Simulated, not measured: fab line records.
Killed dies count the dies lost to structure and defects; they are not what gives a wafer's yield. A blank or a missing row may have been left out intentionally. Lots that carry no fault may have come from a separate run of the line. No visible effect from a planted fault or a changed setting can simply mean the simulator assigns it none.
fab line records	flow sky130
record: lots: 6	wafers: 18	last-day: 50
route steps=708 shown VIA3@575 PAD_OPEN@708
lots that met no fault: taken from a fault-free run of the same line
start-h: start of the lot's first displayed wafer, in hours after the record's first day	wait-h: hours elapsed since this lot's preceding step	" unchanged from the row above	L1.1+2: several wafers, shown together as one row	- no value present, or no start provided	* or withheld: withheld	< > ~ a bound
route shown NAME@n: names a module that has steps shown in the file, with the first one's number in the route	usual: average and standard deviation across the fault-free wafers	same: alike in all rows	chamber/n: place in a boat	sites: readings site by site	_std_site: their standard deviation	_edge_site: inner sites' mean taken away from outer sites' mean	radius-mm: how far each site lies from the wafer's centre	mask NAME#n: copy n	behind: tool/chamber where the wafer was last shaped	hold: the reason the lot was held/the length of the hold in hours/how it ended	device: names the non-switching transistor (n, p or np)	end of line: the same wafers' tests at the end of the route	a step given without rows: its recipe and nothing more	killed: the dies lost at the first sort to structure and to defects; this is not the yield of the wafer	map: a wafer's dies, marking killed ones x, the rest . and places with no die _
set.NAME: setting as actually run; set.NAME@STEP: the setting as run at that earlier step	model.NAME: the simulator's own value behind a step, which no gauge read
lots at some steps of the route; a table a step, a row a wafer
services: the hour from which a tool's chamber was out of use, counted from the record's first day as start-h (under 0 if before that day), plus the number of hours and why
== steps ==
step: SKY_VIA3_CMP_02
recipe: material: SiO2	down-force-psi: 4	platen-rpm: 60	pad-velocity-m-s: 0.94248
usual: head-pressure-psi: 4.001/0.01	motor-current-A: 11.7/1.3	platen-rpm: 60.00/0.046
lot.wafer	tool	chamber	start-h	wait-h	head-pressure-psi	motor-current-A	platen-rpm
L425.1	cmp-02	0	955.67	0.2	4.010	11.7	59.91
L425.4	"	2	"	"	3.996	11.6	60.05
L425.5	"	3	"	"	4.005	13.8	59.96
L428.4	cmp-01	0	961.00	0.2	4.010	11.5	59.94
L428.5	"	1	"	"	3.980	13.7	60.08
L428.6	"	2	"	"	3.991	11.0	59.94
L435.4	cmp-01	0	1034.00	0.1	4.014	11.4	59.95
L435.6	"	2	"	"	4.003	11.3	59.99
L435.5	"	3	"	"	4.005	11.0	60.01
L437.3	cmp-01	2	1035.33	0.0	4.010	11.8	60.00
L437.1	"	3	"	"	4.010	10.4	59.97
L437.2	"	1	"	"	3.992	13.8	59.95
L438.3	cmp-01	0	1036.65	0.2	4.005	11.7	59.99
L438.1	"	1	"	"	4.006	13.4	60.00
L438.4	"	2	"	"	4.014	11.5	59.98
L442.1	cmp-01	1	1054.80	0.2	4.004	13.6	59.95
L442.5	"	2	"	"	4.002	11.9	60.00
L442.6	"	3	"	"	4.015	9.9	60.01
step: SKY_VIA3_BOW_MEAS_03
recipe: mode: bow
usual: VIA3_BOW: 79/8.5
lot.wafer	tool	chamber	start-h	wait-h	VIA3_BOW[um]
L425.1	film-metro-02	-	955.92	0.2	67
L425.4	"	-	"	"	86
L425.5	"	-	"	"	65
L428.4	film-metro-04	-	961.21	0.2	74
L428.5	"	-	"	"	79
L428.6	"	-	"	"	84
L435.4	film-metro-02	-	1034.26	0.2	70
L435.5	"	-	"	"	67
L435.6	"	-	"	"	77
L437.1	film-metro-01	-	1035.63	0.2	76
L437.2	"	-	"	"	72
L437.3	"	-	"	"	66
L438.1	film-metro-01	-	1036.90	0.1	81
L438.3	"	-	"	"	72
L438.4	"	-	"	"	86
L442.1	film-metro-01	-	1054.95	0.1	88
L442.5	"	-	"	"	87
L442.6	"	-	"	"	76
step: SKY_VIA3_DEHYDRATE_04
recipe: temp-c: 200	time-s: 60
step: SKY_VIA3_HMDS_05
recipe: prime-time-s: 60	prime-temp-c: 120
step: SKY_VIA3_COAT_06
recipe: resist: BARC	temp-c: withheld	time-s: withheld	spin-rpm: 3000	resist-thk-nm: 60
step: SKY_VIA3_COAT_07
recipe: resist: KrF-thick	spin-rpm: 3000	resist-thk-nm: 450
step: SKY_VIA3_SOFTBAKE_08
recipe: temp-c: 100	time-s: 90	resist: KrF-thick
step: SKY_VIA3_EXPOSE_09
recipe: mask-id: VIM3	na: 0.8	source-shape: annular	sigma-inner: 0.55	sigma-outer: 0.85	target-cd-nm: 200	dose-mj: 38
step: SKY_VIA3_PEB_10
recipe: peb-temp-c: withheld	peb-time-s: withheld	resist: KrF-thick
step: SKY_VIA3_DEVELOP_11
recipe: develop-time-s: 60	resist: KrF-thick	dev-temp-c: 21
step: SKY_VIA3_CD_MEAS_12
recipe: target-cd-nm: 200
usual: cd-nm: 200.7/1.2
lot.wafer	tool	chamber	start-h	wait-h	cd-nm
L425.1	cd-sem-01	-	980.46	-	199.8
L425.4	"	-	"	"	200.1
L425.5	"	-	"	"	199.0
L428.4	cd-sem-02	-	985.67	-	199.4
L428.5	"	-	"	"	199.6
L428.6	"	-	"	"	200.2
L435.4	cd-sem-02	-	1056.86	-	202.8
L435.5	"	-	"	"	203.6
L435.6	"	-	"	"	201.7
L437.1	cd-sem-02	-	1057.84	-	200.9
L437.2	"	-	"	"	200.9
L437.3	"	-	"	"	203.5
L438.1	cd-sem-02	-	1059.07	-	202.8
L438.3	"	-	"	"	202.2
L438.4	"	-	"	"	203.4
L442.1	cd-sem-02	-	1076.05	-	202.4
L442.5	"	-	"	"	200.3
L442.6	"	-	"	"	200.8
step: SKY_VIA3_OVL_MEAS_13
usual: VIA3_OVL: -3/5.1
lot.wafer	tool	chamber	start-h	wait-h	VIA3_OVL[nm]
L425.1	overlay-01	-	980.58	0.1	-2
L425.4	"	-	"	"	0
L425.5	"	-	"	"	-8
L428.4	overlay-01	-	985.75	0.1	1
L428.5	"	-	"	"	-5
L428.6	"	-	"	"	-5
L435.4	overlay-02	-	1056.94	0.1	-3
L435.5	"	-	"	"	-5
L435.6	"	-	"	"	-1
L437.1	overlay-01	-	1057.96	0.1	-5
L437.2	"	-	"	"	-13
L437.3	"	-	"	"	2
L438.1	overlay-02	-	1059.19	0.1	-7
L438.3	"	-	"	"	-8
L438.4	"	-	"	"	2
L442.1	overlay-02	-	1076.17	0.1	-2
L442.5	"	-	"	"	-3
L442.6	"	-	"	"	-6
step: SKY_VIA3_ETCH_14
recipe: chemistry: N2/H2	target: BARC	ion-energy-ev: 200	source-w: 500	bias-w: 100	pressure-mtorr: 30	n2-flow-sccm: 100	h2-flow-sccm: 200	stop-on: SiO2	time-s: 45.9	target-depth-a: 600
usual: bias-w: 99.96/0.29	drypump-motor-current-A: 5.4/0.39	oes-product-au: 0.855/0.0049	throttle-valve-pct: 13.225/0.0078
lot.wafer	tool	chamber	start-h	wait-h	bias-w	drypump-motor-current-A	oes-product-au	rf-hours-counter-h	throttle-valve-pct
L425.1	rie-diel-02	1	980.62	0.0	99.78	5.8	0.846	9	13.217
L425.4	"	3	"	"	99.37	5.8	0.852	23	13.225
L425.5	"	1	"	"	99.69	5.9	0.852	-	13.212
L428.4	rie-diel-04	1	985.77	0.0	100.03	5.9	0.856	17	13.225
L428.5	"	2	"	"	99.81	5.1	0.861	-	13.223
L428.6	"	1	"	"	100.07	6.0	0.852	-	13.229
L435.4	rie-diel-04	3	1056.96	0.0	113.14	6.1	0.853	16	13.230
L435.5	"	2	"	"	113.18	5.1	0.847	-	13.232
L435.6	"	3	"	"	113.54	6.1	0.855	-	13.229
L437.1	rie-diel-04	3	1057.99	0.0	113.62	6.1	0.851	16	13.233
L437.2	"	1	"	"	113.58	6.0	0.856	18	13.228
L437.3	"	2	"	"	113.61	5.1	0.850	23	13.237
L438.1	rie-diel-03	3	1059.23	0.0	100.06	5.0	0.852	13	13.231
L438.3	"	1	"	"	100.26	5.3	0.848	16	13.219
L438.4	"	0	"	"	100.45	5.4	0.851	20	13.226
L442.1	rie-diel-02	2	1076.21	0.0	99.97	5.2	0.847	25	13.217
L442.5	"	1	"	"	100.09	5.8	0.855	-	13.219
L442.6	"	2	"	"	99.99	5.3	0.855	-	13.219
step: SKY_VIA3_ETCH_15
recipe: target: SiO2	chemistry: C4F8/O2/Ar	target-depth-nm: 507	stop-on: TiN	mask-material: KrF-thick	source-w: 1500	bias-w: 1200	pressure-mtorr: 40	c4f8-flow-sccm: withheld	O2_flow_sccm: 6	Ar_flow_sccm: 300	time-s: 78
usual: bias-w: 1200/3.1	oes-product-au: 0.946/0.0047
lot.wafer	tool	chamber	start-h	wait-h	bias-w	oes-product-au	rf-hours-counter-h
L425.1	rie-diel-02	1	980.66	0.0	1202	0.954	9
L425.4	"	3	"	"	1204	0.936	23
L425.5	"	1	"	"	1192	0.945	-
L428.4	rie-diel-04	1	985.81	0.0	1196	0.952	17
L428.5	"	2	"	"	1201	0.949	-
L428.6	"	1	"	"	1197	0.951	-
L435.4	rie-diel-04	3	1057.00	0.0	1200	0.942	16
L435.5	"	2	"	"	1200	0.944	-
L435.6	"	3	"	"	1205	0.942	-
L437.1	rie-diel-04	3	1058.03	0.0	1199	0.948	16
L437.2	"	1	"	"	1201	0.944	18
L437.3	"	2	"	"	1201	0.943	23
L438.1	rie-diel-03	3	1059.27	0.0	1199	0.948	13
L438.3	"	1	"	"	1200	0.949	17
L438.4	"	0	"	"	1199	0.952	20
L442.1	rie-diel-02	2	1076.25	0.0	1202	0.948	25
L442.5	"	1	"	"	1199	0.945	-
L442.6	"	2	"	"	1198	0.950	-
step: SKY_PAD_OPEN_PROBE_99
usual: defect-limited-yield: 82.1/1.7	killed_at_M0_to_M3: 44/6.4	killed_at_M4_up: 3.0/1.8	killed-at-contacts: 24/5	killed-at-front-end: 16/4.3	killed-at-other: 0.4/0.76	killed-dies: 88/8.6	killed-open: 47/7.2	killed-short: 40/5.5	sort_bin_3_pad_short: 0.9/0.44	sort_bin_5_function: 10.6/1.5	sort_bin_6_memory: 6.4/1.2	sort-n-pass: 404/8.6	sort-yield-pct: 82.1/1.7
same: gross-dies: 492	killed-at-back-side: 0	sort_bin_4_leakage[%]: 0	sort_bin_8_speed[%]: 0
lot.wafer	tool	chamber	start-h	wait-h	defect-limited-yield[%]	killed_at_M0_to_M3	killed_at_M4_up	killed-at-contacts	killed-at-front-end	killed-at-other	killed-dies	killed-open	killed-short	sort_bin_3_pad_short[%]	sort_bin_5_function[%]	sort_bin_6_memory[%]	sort-n-pass	sort-yield-pct[%]
L425.1	prober-01	-	1117.60	0.1	82.5	33	4	24	25	0	86	51	35	0.4	11.4	5.7	406	82.5
L425.4	prober-01	-	1117.75	0.2	78.5	47	5	39	15	0	106	63	43	1.8	11.6	8.1	386	78.5
L425.5	prober-01	-	1117.80	0.2	82.5	40	4	27	15	0	86	37	49	1.4	10.6	5.5	406	82.5
L428.4	prober-02	-	1125.05	0.2	81.7	42	3	21	24	0	90	43	47	0.8	10.6	6.9	402	81.7
L428.5	prober-02	-	1125.10	0.2	83.9	43	4	22	10	0	79	40	39	0.6	8.3	7.1	413	83.9
L428.6	prober-02	-	1125.15	0.2	83.9	38	3	23	15	0	79	42	36	0.6	12.2	3.3	413	83.9
L442.1	prober-02	-	1195.44	0.1	80.1	45	7	23	23	0	98	50	48	1.0	10.8	8.1	394	80.1
L442.5	prober-02	-	1195.64	0.2	80.9	48	5	27	14	0	94	46	48	0.6	11.0	7.5	398	80.9
L442.6	prober-02	-	1195.69	0.2	81.5	43	3	29	16	0	91	52	39	1.0	8.9	8.5	401	81.5
killed by level:class
L425.1 FIELD_ISO:geometric-particle:short=10 CONTACT:geometric-particle:open=10 VIA3:geometric-particle:open=10 FIELD_ISO:geometric-particle:open=8 VIA1:geometric-particle:open=7 LOCAL_INTERCONNECT:geometric-particle:short=5 LI_CONTACT:geometric-particle:open=4 CONTACT:geometric-particle:short=4
L425.4 CONTACT:geometric-particle:open=18 VIA3:geometric-particle:open=10 CONTACT:geometric-particle:short=7 VIA2:geometric-particle:open=7 VIA1:geometric-particle:open=7 VIA1:geometric-particle:short=5 LI_CONTACT:geometric-particle:open=5 FIELD_ISO:geometric-particle:short=4
L425.5 VIA1:geometric-particle:open=8 CONTACT:geometric-particle:short=7 CONTACT:geometric-particle:open=7 VIA1:geometric-particle:short=6 VIA2:geometric-particle:open=6 FIELD_ISO:geometric-particle:short=5 LI_CONTACT:geometric-particle:short=5 METAL1:geometric-particle:short=5
L428.4 VIA1:geometric-particle:open=13 METAL1:geometric-particle:short=9 CONTACT:geometric-particle:short=7 POLY_GATE:geometric-particle:short=6 POLY_GATE:geometric-particle:open=6 VIA3:geometric-particle:open=6 LI_CONTACT:geometric-particle:open=5 VIA1:geometric-particle:short=5
L428.5 CONTACT:geometric-particle:open=10 VIA1:geometric-particle:open=7 CONTACT:geometric-particle:short=6 METAL2:geometric-particle:short=6 METAL1:geometric-particle:short=5 METAL3:geometric-particle:short=5 VIA3:geometric-particle:short=4 VIA1:geometric-particle:short=4
L428.6 VIA1:geometric-particle:open=10 CONTACT:geometric-particle:open=9 CONTACT:geometric-particle:short=7 FIELD_ISO:geometric-particle:open=5 METAL1:geometric-particle:short=5 VIA3:geometric-particle:open=5 POLY_GATE:geometric-particle:open=4 METAL2:geometric-particle:short=4
L442.1 VIA1:geometric-particle:open=12 METAL1:geometric-particle:short=9 LI_CONTACT:geometric-particle:open=7 CONTACT:geometric-particle:open=7 FIELD_ISO:geometric-particle:open=6 METAL4:geometric-particle:short=6 FIELD_ISO:geometric-particle:short=5 VIA3:geometric-particle:open=5
L442.5 LI_CONTACT:geometric-particle:open=10 VIA2:geometric-particle:short=9 METAL1:geometric-particle:short=7 VIA1:geometric-particle:open=7 FIELD_ISO:geometric-particle:open=6 LI_CONTACT:geometric-particle:short=6 METAL2:geometric-particle:short=6 CONTACT:geometric-particle:open=5
L442.6 VIA1:geometric-particle:open=12 CONTACT:geometric-particle:open=11 METAL1:geometric-particle:short=9 LI_CONTACT:geometric-particle:open=8 VIA2:geometric-particle:open=7 FIELD_ISO:geometric-particle:short=6 CONTACT:geometric-particle:short=5 POLY_GATE:geometric-particle:open=3
== services ==
tool	chamber	start-h	hours	kind
cmp-01	-	950.25	5.6	pm
rie-diel-02	1	960.33	7.1	repair
cmp-01	-	972.54	0.9	repair
rie-diel-03	0	978.39	14.0	repair
rie-diel-02	-	982.95	0.9	repair
cmp-02	-	988.06	0.8	repair
rie-diel-02	-	994.05	0.5	repair
rie-diel-02	3	1015.17	3.8	repair
cmp-01	-	1018.19	0.4	repair
rie-diel-02	1	1030.39	7.6	repair
rie-diel-03	-	1047.44	0.3	repair
== key ==
first-sign: step: SKY_VIA3_ETCH_14	reading: bias-w	direction: up	sigmas: 47	usual: 99.96	struck: 113.44
effect none on later readings
met-at SKY_VIA3_ETCH_14
struck-wafers L435.4,L435.5,L435.6,L437.1,L437.2,L437.3
onset-between 985.77 1056.96
fault: kind: process-parameter-drift	tool: rie-diel-04	chamber: -	onset-h: 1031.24	steps: SKY_VIA3_ETCH_14	channel: bias-w	offset: 13.499	shape: step	end-h: 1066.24	acts-in: these-recipes-only	stated: 100
